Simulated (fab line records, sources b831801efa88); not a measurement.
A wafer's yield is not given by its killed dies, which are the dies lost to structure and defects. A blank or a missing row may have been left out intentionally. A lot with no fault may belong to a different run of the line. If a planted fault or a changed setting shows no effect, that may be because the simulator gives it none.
A struck lot beside a sound one | flow sky130 | 17 out of 708 route steps
Sound: wafers L261.2, L261.3, L261.4. Struck: wafers L258.1, L258.4, L258.6. Last of all comes the cause.
Per side, at each step with rows, come the tool, then ch with its chambers, and then its first start. Under that, the readings that differ: sound wafers | struck wafers | difference of the means | sigmas: that difference in standard deviations of wafers without a fault.
alike: a reading whose means differ by less than 2 such deviations, as well as words and numbers matching on both sides. not compared: withheld readings; readings where some wafer has no value; bounds like >300 that might hide an equal value; numbers whose values overlap and for which the record gives no deviation.
Wherever a step has rows on one side only, a row that says differs or no value, or a row with sigmas, the two part there. Numbers that don't overlap but have no deviation are shown without sigmas and don't part them. A reading missing from all wafers of one side parts the sides only when that side holds two or more wafers.

SKY_LDD_HVP_TW_MEAS_10:
  sound on filmMetro-01 at day 28 20:41; struck on filmMetro-01 at day 27 20:23
  alike: LDD_HVP_TW
then, 7 steps without rows for these wafers: SKY_LDD_LDN_DEHYDRATE_00 (time 60 s); SKY_LDD_LDN_HMDS_01 (prime time 60 s); SKY_LDD_LDN_COAT_02 (resist thk 1140 nm); SKY_LDD_LDN_SOFTBAKE_03 (time 60 s); SKY_LDD_LDN_EXPOSE_04 (exposes mask LDNTM, target cd 700 nm); SKY_LDD_LDN_PEB_05; SKY_LDD_LDN_DEVELOP_06 (develop time 60 s).
SKY_LDD_LDN_OVL_MEAS_07:
  sound on overlay-01 at day 30 00:22; struck on overlay-02 at day 29 00:21
  alike: LDD_LDN_OVL
then, 3 steps without rows for these wafers: SKY_LDD_LDN_IMPLANT_08; SKY_LDD_LDN_IMPLANT_09; SKY_LDD_LDN_IMPLANT_10.
SKY_LDD_LDN_IMPLANT_11:
  sound on implanter-04 ch 0, day 30 00:52; struck on implanter-01 ch 0, day 29 00:50
reading                       | sound                            | struck                        | difference | sigmas
doseIonsCm2                   | 1.2516e+13 1.2518e+13 1.2517e+13 | 6.019e+12 6.021e+12 6.007e+12 | -6.501e+12 | -99 or more
endStationPressureTorr (Torr) | 4.97e-06 4.52e-06 4.68e-06       | 5.24e-06 5.68e-06 5.67e-06    | +8.07e-07  | +3
faradayCurrentUA              | 70.5 72.2 72.9                   | 33.2 33.1 33.7                | -38.5      | -28
SKY_LDD_LDN_STRIP_12: strips in O2/N2.
  sound on plasmaAsher-02 ch 0,1, day 30 00:59; struck on plasmaAsher-04 ch 0,1, day 29 00:59
  alike: drypumpMotorCurrentA, n2FlowSccm, oesProductAu, stripTimeToEndpointS
  not compared: rfHoursCounterH
SKY_LDD_LDN_TW_MEAS_13:
  sound on filmMetro-03 at day 30 01:06; struck on filmMetro-03 at day 29 01:05
reading    | sound          | struck         | difference | sigmas
LDD_LDN_TW | 1501 1500 1492 | 1429 1426 1433 | -68        | -8
then, 1 step without rows for these wafers: SKY_LDD_LDN_CLEAN_14 (cleans in SC1/SC2, time 150 s).
-- a jump in the record: the struck wafers' starts before and after are 21 days apart (it breaks off in module LDD_LDN and resumes in module PAD_OPEN, where the first step shown is number 708 of the route) --
SKY_PAD_OPEN_PROBE_99:
  sound on prober-02 at day 50 14:11; struck on prober-01 at day 50 00:53
reading                      | sound          | struck         | difference | sigmas
model.etest.tipSonos.rsOhmSq | 2686 2664 2642 | 2939 2968 2920 | +278       | 
  alike: killed_at_M0_to_M3, killed_at_M4_up, killedAtContacts, killedAtFrontEnd, killedAtOther, killedDies, killedOpen, killedShort

WHERE THEY PART
Earliest at SKY_LDD_LDN_IMPLANT_11; latest, in this record, at SKY_LDD_LDN_TW_MEAS_13. Later steps at which nothing parts them and some readings are alike: SKY_PAD_OPEN_PROBE_99.

WHY: whatever the simulator had introduced
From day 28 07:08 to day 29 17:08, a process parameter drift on implanter-01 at SKY_LDD_LDN_IMPLANT_11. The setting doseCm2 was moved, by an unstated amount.
